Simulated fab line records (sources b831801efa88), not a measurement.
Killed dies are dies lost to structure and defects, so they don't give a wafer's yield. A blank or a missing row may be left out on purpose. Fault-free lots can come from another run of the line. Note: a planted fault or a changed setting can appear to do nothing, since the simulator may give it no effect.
Comparing a struck lot with a sound one -- flow gf180mcu -- 37 out of 602 route steps
Sound: these wafers, L628.3, L628.5, L628.6. Struck: wafer L637.2. (L637.3, L637.6 of the same lot were not struck and are left out.) The cause comes at the end.
Per side, at each step with rows, come the tool, then ch with its chambers, and then its first start. Under that, the readings that differ: sound wafers -- struck wafers -- difference of the means -- sigmas: that difference in standard deviations of wafers without a fault.
alike: words and numbers the same on both sides, and readings whose means are apart by under 2 such deviations; not compared: readings that were withheld, readings missing a value for some wafer, numbers with overlapping values and no deviation given by the record, and bounds like >300 which may hide the same value.
A row with sigmas, a row that says differs or no value, or rows on one side alone: a step with any of these is where the two part. Numbers that don't overlap but have no deviation are shown without sigmas and don't part them. A reading that every wafer of one side lacks parts them only if that side has two wafers or more.

first, 2 steps without rows for these wafers: GF_M3_PEB_12 (peb time 90 s); GF_M3_DEVELOP_13 (develop time 60 s).
GF_M3_CD_MEAS_14: target cd 280 nm.
  struck on cd_sem-02, day 26 03:19; sound on cd_sem-01, day 22 14:28
  alike: cd_nm
GF_M3_OVL_MEAS_15:
  struck on overlay-01, day 26 03:25; sound on overlay-02, day 22 14:34
  alike: M3_OVL
GF_M3_METAL_ETCH_16: etches the open film in Cl2/BCl3, stops on SiO2, target depth 627.5 nm, time 104.6 s.
  sound on rie_metal-01 ch 0,1, day 22 14:37; struck on rie_metal-01 ch 1, day 26 03:27
reading,sound,struck,difference,sigmas
mfc_cl2_sccm (sccm),80.08 80.37 79.66,79.38,-0.66,-3
rf_hours_counter_h (h),- - -,6.9,no value on the sound wafers,
  alike: drypump_motor_current_A, oes_product_au, throttle_valve_pct
GF_M3_STRIP_17: strips in O2/N2.
  sound on plasma_asher-01 ch 0,1, day 22 14:44; struck on plasma_asher-04 ch 1, day 26 03:34
reading,sound,struck,difference,sigmas
heater_power_w (W),278 301 283,415,+128,+3
rf_hours_counter_h (h),- - -,49,no value on the sound wafers,
strip_time_to_endpoint_s (s),7.91 7.96 7.87,7.81,-0.10,-2
  alike: drypump_motor_current_A, oes_product_au
then, 3 steps without rows for these wafers: GF_M3_STRIP_18 (strips in post etch residue remover, time 1200 s); GF_M3_CLEAN_19 (cleans in DIW); GF_V3_CVD_00 (deposits SiO2, target thk 600 nm, time 100 s).
GF_V3_THK_MEAS_01:
  struck on film_metro-02, day 26 04:11; sound on film_metro-04, day 22 15:21
  alike: V3_CVD_00_THK
GF_V3_CVD_02: deposits SiO2 from TEOS, target thk 850 nm, time 94.851 s.
  sound on pecvd-03 ch 0,1, day 22 15:23; struck on pecvd-02 ch 1, day 26 04:14
  alike: heater_power_w
GF_V3_THK_MEAS_03:
  struck on film_metro-03, day 26 04:19; sound on film_metro-03, day 22 15:29
reading,sound,struck,difference,sigmas
V3_CVD_02_THK (nm),820 842 834,856,+24,+2
GF_V3_CMP_04: polishes SiO2.
  sound on cmp-01 ch 0,1,3, day 22 15:37; struck on cmp-02 ch 0, day 26 04:28
reading,sound,struck,difference,sigmas
time_to_endpoint_s (s),64 64 72,21,-46,-8
model.SiO2_of_V3_CVD_02.thk_nm (nm),633.3 632 634,790.8,+157.7,
  alike: motor_current_A
GF_V3_BOW_MEAS_05:
  struck on film_metro-03, day 26 04:41; sound on film_metro-04, day 22 15:52
  alike: V3_BOW
then, 8 steps without rows for these wafers: GF_V3_DEHYDRATE_06 (time 60 s); GF_V3_HMDS_07 (prime time 60 s); GF_V3_COAT_08; GF_V3_COAT_09 (resist thk 1000 nm); GF_V3_SOFTBAKE_10 (time 60 s); GF_V3_EXPOSE_11 (exposes mask Via3, target cd 260 nm); GF_V3_PEB_12 (peb time 90 s); GF_V3_DEVELOP_13 (develop time 60 s).
GF_V3_CD_MEAS_14: target cd 260 nm.
  struck on cd_sem-02, day 27 02:15; sound on cd_sem-02, day 23 14:35
  alike: cd_nm
GF_V3_OVL_MEAS_15:
  struck on overlay-01, day 27 02:21; sound on overlay-02, day 23 14:41
  alike: V3_OVL
GF_V3_ETCH_16: etches BARC in N2/H2.
  sound on rie_diel-02 ch 2,3, day 23 14:43; struck on rie_diel-04 ch 1, day 27 02:23
reading,sound,struck,difference,sigmas
oes_product_au (a.u.),0.852 0.862 0.859,0.844,-0.014,-3
  alike: drypump_motor_current_A, throttle_valve_pct
GF_V3_ETCH_17: etches SiO2 in C4F8/O2/Ar, stops on TiN, target depth 635 nm.
  sound: rie_diel-02 ch 2,3; struck: rie_diel-04 ch 1
reading,sound,struck,difference,sigmas
oes_product_au (a.u.),0.852 0.856 0.862,0.971,+0.114,+27
model.V3.feature_depth_nm (nm),633.3 632 634,790.8,+157.7,
model.etch.depth_nm (nm),633.3 632 634,790.8,+157.7,
then, 6 steps without rows for these wafers: GF_V3_STRIP_18 (strips in O2/N2); GF_V3_STRIP_19 (strips in post etch residue remover, time 1200 s); GF_V3_CLEAN_20 (cleans in DIW); GF_V3_SPUTTER_21 (material Ti, target thk 15 nm, time 80.02 s); GF_V3_SPUTTER_22 (material TiN, target thk 10 nm, time 40 s); GF_V3_CVD_23 (deposits W, target thk 350 nm, time 104.9 s).
GF_V3_RS_MEAS_24: uses a four-point probe to measure.
  struck on film_metro-04, day 27 03:19; sound on film_metro-03, day 23 15:38
  alike: V3_W_RS
GF_V3_THK_MEAS_25: measures by xrf.
  struck on film_metro-04, day 27 03:25; sound on film_metro-03, day 23 15:44
reading,sound,struck,difference,sigmas
V3_W_THK (nm),346 340 349,358,+13,+2
GF_V3_CMP_26: polishes, stops on SiO2, t overpolish 15 s, target thk 0 nm.
  sound on cmp-02 ch 1,2,3, day 23 15:52; struck on cmp-02 ch 1, day 27 03:28
reading,sound,struck,difference,sigmas
model.SiO2_of_V3_CVD_02.thk_nm (nm),629.5 628.2 630.2,787,+158,
  alike: motor_current_A
GF_M4_SPUTTER_00: material Ti, target thk 37.5 nm, time 150 s.
  struck on pvd_sputter-01, day 27 03:46; sound on pvd_sputter-04, day 23 16:04
  alike: throttle_valve_pct
-- the record jumps here: 6 days lie between the struck wafers' starts before and after (it left off in module M4 and takes up again in module PASSIVATION, whose first step shown is number 602 of the route) --
GF_PASSIVATION_PROBE_99:
  struck on prober-02, day 32 21:53; sound on prober-02, day 30 02:02
reading,sound,struck,difference,sigmas
model.etest.via3_chain.rc_ohm,6.451 6.15 6.481,7.991,+1.630,
model.etest.met4_comb.leak_log10_a_um,-11.98 -12.04 -12.03,-11.7,+0.3,

WHERE THEY PART
First at GF_M3_METAL_ETCH_16; last, within this record, at GF_V3_THK_MEAS_25. Later steps at which nothing parts them and some readings are alike: GF_V3_CMP_26, GF_M4_SPUTTER_00.

WHY: the cause the simulator had injected
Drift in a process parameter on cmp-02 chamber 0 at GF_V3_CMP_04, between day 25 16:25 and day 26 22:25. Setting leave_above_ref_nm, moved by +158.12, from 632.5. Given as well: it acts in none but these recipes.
